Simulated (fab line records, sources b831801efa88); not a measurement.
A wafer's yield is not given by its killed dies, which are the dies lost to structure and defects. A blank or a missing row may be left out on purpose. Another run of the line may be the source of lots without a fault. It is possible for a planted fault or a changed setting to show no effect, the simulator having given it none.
fab line records ; flow sky130
record lots=13; wafers=39; last-day=49
route steps=708 shown VT_ADJUST_PCH@153 GATE_OXIDE@197 POLY_GATE@204
lots untouched by any fault: they come from a run of this same line in which no faults occurred
start-h: the number of hours between the record's first day and the start of the first shown wafer of the lot ; wait-h: how many hours have passed since the lot's step before this one ; " repeats the value in the row above ; L1.1+2: one row covering several wafers at once ; - no value present, or no start provided ; * or withheld: withheld ; < > ~ a bound
route shown NAME@n: a module of which the file shows steps, and the number in the route of the first ; usual: average and standard deviation across the fault-free wafers ; same: alike in all rows ; chamber/n: place in a boat ; sites: the reading at each site ; _std_site: their standard deviation ; _edge_site: outer sites' mean less inner sites' ; radius-mm: for every site, how far away it sits from the centre of the wafer ; mask NAME#n: copy n ; behind: the last tool/chamber to shape the wafer ; hold: cause of the lot's hold/its duration in hours/its outcome ; device: the n, p or np transistor that did not switch ; end of line: tests of these same wafers at the route's end ; a step with no rows: only its recipe ; killed: at the first sort, the dies lost to defects and structure; wafer yield is something else ; map: a wafer's dies, marking killed ones x, the rest . and places with no die _
set.NAME: the setting the step ran with; set.NAME@STEP: the setting that earlier step ran with ; model.NAME: the simulator's own value behind a step, which no gauge read
one table for each step of the route and one row for each wafer, over a sample of lots
services: from which hour (start-h, from the record's first day; less than 0 if before it) a tool's chamber was out of use, for how many hours, and why
## steps
# step SKY_VT_ADJUST_PCH_TW_MEAS_10
# usual VT_ADJUST_PCH_TW=142.7/1
lot.wafer;tool;chamber;start-h;wait-h;VT_ADJUST_PCH_TW
L921.1;film-metro-04;-;234.08;0.1;141.8
L921.4;film-metro-04;-;234.08;0.1;142.5
L921.6;film-metro-04;-;234.08;0.1;142.3
L922.1;film-metro-03;-;241.11;0.1;142.7
L922.3;film-metro-03;-;241.11;0.1;144.0
L922.5;film-metro-03;-;241.11;0.1;143.4
L923.3;film-metro-03;-;246.65;0.1;143.1
L923.4;film-metro-03;-;246.65;0.1;143.1
L923.6;film-metro-03;-;246.65;0.1;142.9
L924.1;film-metro-01;-;249.11;0.1;141.8
L924.5;film-metro-01;-;249.11;0.1;142.6
L924.6;film-metro-01;-;249.11;0.1;141.9
L925.2;film-metro-04;-;257.79;0.1;142.2
L925.3;film-metro-04;-;257.79;0.1;141.9
L925.6;film-metro-04;-;257.79;0.1;142.0
L926.3;film-metro-04;-;264.85;0.1;143.0
L926.4;film-metro-04;-;264.85;0.1;142.5
L926.5;film-metro-04;-;264.85;0.1;142.5
L927.3;film-metro-01;-;273.58;0.1;141.7
L927.5;film-metro-01;-;273.58;0.1;142.0
L927.6;film-metro-01;-;273.58;0.1;141.7
L928.2;film-metro-04;-;281.39;0.1;142.0
L928.5;film-metro-04;-;281.39;0.1;142.0
L928.6;film-metro-04;-;281.39;0.1;142.0
L931.1;film-metro-04;-;298.91;0.1;142.2
L931.2;film-metro-04;-;298.91;0.1;141.4
L931.3;film-metro-04;-;298.91;0.1;141.5
L935.1;film-metro-03;-;332.16;0.1;144.1
L935.2;film-metro-03;-;332.16;0.1;143.1
L935.3;film-metro-03;-;332.16;0.1;143.4
L937.3;film-metro-01;-;346.58;0.1;141.4
L937.5;film-metro-01;-;346.58;0.1;141.7
L937.6;film-metro-01;-;346.58;0.1;142.1
L939.1;film-metro-03;-;357.38;0.1;144.5
L939.2;film-metro-03;-;357.38;0.1;143.9
L939.6;film-metro-03;-;357.38;0.1;144.2
L941.1;film-metro-01;-;374.91;0.1;142.3
L941.2;film-metro-01;-;374.91;0.1;142.3
L941.5;film-metro-01;-;374.91;0.1;142.1
# step SKY_GATE_OXIDE_OVL_MEAS_10
# usual GATE_OXIDE_OVL=0.0/1.6
lot.wafer;tool;chamber;start-h;wait-h;GATE_OXIDE_OVL[nm]
L921.1;overlay-02;-;316.34;0.1;0.7
L921.4;overlay-02;-;316.34;0.1;-0.5
L921.6;overlay-02;-;316.34;0.1;1.3
L922.1;overlay-02;-;322.72;0.1;2.4
L922.3;overlay-02;-;322.72;0.1;1.6
L922.5;overlay-02;-;322.72;0.1;2.6
L923.3;overlay-02;-;331.40;0.1;-1.7
L923.4;overlay-02;-;331.40;0.1;-0.2
L923.6;overlay-02;-;331.40;0.1;0.2
L924.1;overlay-02;-;334.39;0.1;-0.7
L924.5;overlay-02;-;334.39;0.1;1.4
L924.6;overlay-02;-;334.39;0.1;-0.3
L925.2;overlay-01;-;341.68;0.1;2.3
L925.3;overlay-01;-;341.68;0.1;1.3
L925.6;overlay-01;-;341.68;0.1;1.7
L926.3;overlay-01;-;349.68;0.1;-1.7
L926.4;overlay-01;-;349.68;0.1;-2.9
L926.5;overlay-01;-;349.68;0.1;-0.7
L927.3;overlay-01;-;358.25;0.1;2.1
L927.5;overlay-01;-;358.25;0.1;1.8
L927.6;overlay-01;-;358.25;0.1;1.8
L928.2;overlay-01;-;370.04;0.1;-0.5
L928.5;overlay-01;-;370.04;0.1;-1.3
L928.6;overlay-01;-;370.04;0.1;0.9
L931.1;overlay-01;-;388.74;0.1;0.3
L931.2;overlay-01;-;388.74;0.1;0.7
L931.3;overlay-01;-;388.74;0.1;-0.3
L935.1;overlay-02;-;424.49;0.1;0.7
L935.2;overlay-02;-;424.49;0.1;-0.2
L935.3;overlay-02;-;424.49;0.1;1.3
L937.3;overlay-01;-;445.65;0.1;-1.0
L937.5;overlay-01;-;445.65;0.1;-0.8
L937.6;overlay-01;-;445.65;0.1;-2.5
L939.1;overlay-02;-;456.19;0.1;-1.0
L939.2;overlay-02;-;456.19;0.1;-0.2
L939.6;overlay-02;-;456.19;0.1;-0.6
L941.1;overlay-02;-;475.67;0.1;0.4
L941.2;overlay-02;-;475.67;0.1;1.2
L941.5;overlay-02;-;475.67;0.1;0.4
# step SKY_POLY_GATE_CVD_00
# recipe material=poly-Si; target-thk-nm=180; temp-c=620; time-s=720; pressure-mtorr=200
# usual spike-tc-centre-C=621.8/1.3; spike-tc-lower-C=619.6/1.5; spike-tc-top-C=638.3/1.1; susceptor-temp-C=620.00/0.27
lot.wafer;tool;chamber;start-h;wait-h;spike-tc-centre-C;spike-tc-lower-C;spike-tc-top-C;susceptor-temp-C
L921.1;lpcvd-01;0;319.17;0.0;623.0;620.4;638.1;620.63
L921.4;lpcvd-01;0;319.17;0.0;623.7;622.4;637.3;620.12
L921.6;lpcvd-01;0;319.17;0.0;621.8;620.2;638.8;620.65
L922.1;lpcvd-01;0;326.01;0.0;622.8;620.4;638.6;620.30
L922.3;lpcvd-01;0;326.01;0.0;623.2;621.1;636.1;620.17
L922.5;lpcvd-01;0;326.01;0.0;623.6;620.8;637.8;619.83
L923.3;lpcvd-01;0;334.83;0.0;621.6;619.5;637.8;620.05
L923.4;lpcvd-01;0;334.83;0.0;619.4;620.6;639.6;620.09
L923.6;lpcvd-01;0;334.83;0.0;622.6;620.7;638.3;619.92
L924.1;lpcvd-01;1;337.61;0.0;623.0;618.9;639.8;620.39
L924.5;lpcvd-01;1;337.61;0.0;621.3;619.7;638.6;620.09
L924.6;lpcvd-01;1;337.61;0.0;619.9;617.1;637.8;619.87
L925.2;lpcvd-01;0;344.48;0.0;621.6;622.1;637.0;620.27
L925.3;lpcvd-01;0;344.48;0.0;621.9;619.5;638.6;620.01
L925.6;lpcvd-01;0;344.48;0.0;622.8;619.9;639.7;620.51
L926.3;lpcvd-01;0;353.09;0.0;623.2;619.2;637.2;619.87
L926.4;lpcvd-01;0;353.09;0.0;623.4;620.6;638.0;619.72
L926.5;lpcvd-01;0;353.09;0.0;621.4;621.5;638.4;619.40
L927.3;lpcvd-01;0;361.00;0.0;621.6;621.0;636.3;620.17
L927.5;lpcvd-01;0;361.00;0.0;622.2;620.1;638.3;620.42
L927.6;lpcvd-01;0;361.00;0.0;621.9;619.9;637.7;620.04
L928.2;lpcvd-01;0;372.67;0.0;622.6;619.8;638.1;619.62
L928.5;lpcvd-01;0;372.67;0.0;621.9;619.4;637.4;619.98
L928.6;lpcvd-01;0;372.67;0.0;621.6;621.0;638.6;620.06
L931.1;lpcvd-01;1;391.39;0.0;622.7;617.8;637.5;620.12
L931.2;lpcvd-01;1;391.39;0.0;620.4;619.7;638.0;619.81
L931.3;lpcvd-01;1;391.39;0.0;620.1;616.9;637.9;619.75
L935.1;lpcvd-01;1;429.90;0.0;621.5;617.5;638.6;620.18
L935.2;lpcvd-01;1;429.90;0.0;621.8;617.0;638.5;620.25
L935.3;lpcvd-01;1;429.90;0.0;620.3;618.2;639.8;620.29
L937.3;lpcvd-01;0;449.01;0.0;625.6;624.9;642.3;623.62
L937.5;lpcvd-01;0;449.01;0.0;626.2;624.4;641.7;623.99
L937.6;lpcvd-01;0;449.01;0.0;626.0;623.8;640.2;623.70
L939.1;lpcvd-01;1;458.37;0.0;620.9;617.2;638.5;619.71
L939.2;lpcvd-01;1;458.37;0.0;620.7;620.2;638.5;619.79
L939.6;lpcvd-01;1;458.37;0.0;621.1;617.9;639.8;619.65
L941.1;lpcvd-01;1;478.67;1.0;620.6;618.0;637.4;619.82
L941.2;lpcvd-01;1;478.67;1.0;620.7;617.8;637.3;620.18
L941.5;lpcvd-01;1;478.67;1.0;619.4;619.1;640.3;619.89
# step SKY_POLY_GATE_THK_MEAS_01
# recipe reads=poly-Si_of_POLY_GATE_CVD_00
# usual POLY_GATE_CVD_00_THK=179.8/2.2
lot.wafer;tool;chamber;start-h;wait-h;POLY_GATE_CVD_00_THK[nm]
L921.1;film-metro-04;-;320.37;0.0;178.4
L921.4;film-metro-04;-;320.37;0.0;178.2
L921.6;film-metro-04;-;320.37;0.0;179.0
L922.1;film-metro-01;-;327.21;0.0;180.4
L922.3;film-metro-01;-;327.21;0.0;179.4
L922.5;film-metro-01;-;327.21;0.0;178.7
L923.3;film-metro-04;-;336.05;0.0;174.5
L923.4;film-metro-04;-;336.05;0.0;175.1
L923.6;film-metro-04;-;336.05;0.0;176.9
L924.1;film-metro-01;-;338.81;0.0;181.2
L924.5;film-metro-01;-;338.81;0.0;180.5
L924.6;film-metro-01;-;338.81;0.0;180.6
L925.2;film-metro-04;-;345.69;0.0;178.4
L925.3;film-metro-04;-;345.69;0.0;181.1
L925.6;film-metro-04;-;345.69;0.0;179.8
L926.3;film-metro-01;-;354.31;0.0;177.2
L926.4;film-metro-01;-;354.31;0.0;177.8
L926.5;film-metro-01;-;354.31;0.0;178.0
L927.3;film-metro-03;-;362.22;0.0;177.5
L927.5;film-metro-03;-;362.22;0.0;176.7
L927.6;film-metro-03;-;362.22;0.0;176.8
L928.2;film-metro-04;-;373.88;0.0;177.9
L928.5;film-metro-04;-;373.88;0.0;178.1
L928.6;film-metro-04;-;373.88;0.0;175.5
L931.1;film-metro-04;-;392.59;0.0;180.1
L931.2;film-metro-04;-;392.59;0.0;179.6
L931.3;film-metro-04;-;392.59;0.0;180.2
L935.1;film-metro-04;-;431.10;0.0;179.5
L935.2;film-metro-04;-;431.10;0.0;180.4
L935.3;film-metro-04;-;431.10;0.0;181.3
L937.3;film-metro-03;-;450.23;0.0;197.0
L937.5;film-metro-03;-;450.23;0.0;197.5
L937.6;film-metro-03;-;450.23;0.0;197.8
L939.1;film-metro-03;-;459.57;0.0;179.1
L939.2;film-metro-03;-;459.57;0.0;180.0
L939.6;film-metro-03;-;459.57;0.0;179.5
L941.1;film-metro-01;-;479.87;0.0;182.0
L941.2;film-metro-01;-;479.87;0.0;181.0
L941.5;film-metro-01;-;479.87;0.0;182.1
# step SKY_POLY_GATE_OVL_MEAS_14
# usual POLY_GATE_OVL=3/5.1
lot.wafer;tool;chamber;start-h;wait-h;POLY_GATE_OVL[nm]
L921.1;overlay-01;-;376.94;0.1;0
L921.4;overlay-01;-;376.94;0.1;4
L921.6;overlay-01;-;376.94;0.1;0
L922.1;overlay-02;-;385.66;0.1;5
L922.3;overlay-02;-;385.66;0.1;-1
L922.5;overlay-02;-;385.66;0.1;6
L923.3;overlay-01;-;394.90;0.1;4
L923.4;overlay-01;-;394.90;0.1;5
L923.6;overlay-01;-;394.90;0.1;3
L924.1;overlay-02;-;397.31;0.1;7
L924.5;overlay-02;-;397.31;0.1;11
L924.6;overlay-02;-;397.31;0.1;4
L925.2;overlay-02;-;406.11;0.1;-1
L925.3;overlay-02;-;406.11;0.1;-5
L925.6;overlay-02;-;406.11;0.1;4
L926.3;overlay-02;-;416.22;0.1;-11
L926.4;overlay-02;-;416.22;0.1;-3
L926.5;overlay-02;-;416.22;0.1;-4
L927.3;overlay-02;-;422.94;0.1;-4
L927.5;overlay-02;-;422.94;0.1;0
L927.6;overlay-02;-;422.94;0.1;2
L928.2;overlay-01;-;435.51;0.1;3
L928.5;overlay-01;-;435.51;0.1;4
L928.6;overlay-01;-;435.51;0.1;5
L931.1;overlay-01;-;458.66;0.1;4
L931.2;overlay-01;-;458.66;0.1;6
L931.3;overlay-01;-;458.66;0.1;1
L935.1;overlay-01;-;495.26;0.1;0
L935.2;overlay-01;-;495.26;0.1;4
L935.3;overlay-01;-;495.26;0.1;4
L937.3;overlay-02;-;512.92;0.1;-1
L937.5;overlay-02;-;512.92;0.1;1
L937.6;overlay-02;-;512.92;0.1;-5
L939.1;overlay-02;-;521.11;0.1;7
L939.2;overlay-02;-;521.11;0.1;13
L939.6;overlay-02;-;521.11;0.1;2
L941.1;overlay-02;-;542.69;0.1;4
L941.2;overlay-02;-;542.69;0.1;-2
L941.5;overlay-02;-;542.69;0.1;4
## services
tool;chamber;start-h;hours;kind
lpcvd-01;-;436.25;2.5;repair
## key
first-sign step=SKY_POLY_GATE_CVD_00; reading=susceptor-temp-C; direction=up; sigmas=14; usual=*; struck=*
effect step=SKY_POLY_GATE_CVD_00; reading=spike-tc-centre-C; direction=up; sigmas=3.2; usual=621.8; struck=625.9
effect step=SKY_POLY_GATE_THK_MEAS_01; reading=POLY_GATE_CVD_00_THK; direction=up; sigmas=8; usual=179.8; struck=197.4
met-at SKY_POLY_GATE_CVD_00
struck-lots L937
struck-wafers L937.3,L937.5,L937.6
tester-left-out L937
not-acting-at SKY_VT_ADJUST_PCH_TW_MEAS_10,SKY_GATE_OXIDE_OVL_MEAS_10,SKY_POLY_GATE_OVL_MEAS_14
onset-between 372.67 449.01
fault kind=process-parameter-drift; tool=lpcvd-01; chamber=0; onset-h=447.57; steps=SKY_POLY_GATE_CVD_00; channel=temp-c; offset=*; shape=step; end-h=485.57; stated=*
# tester-left-out: of these lots the tester's yield and bins aren't shown, on N5 and GAA mostly nor the transistor test; their killed dies are dies lost to structure and defects alone, not to doping, threshold or leakage, so they don't give the yield
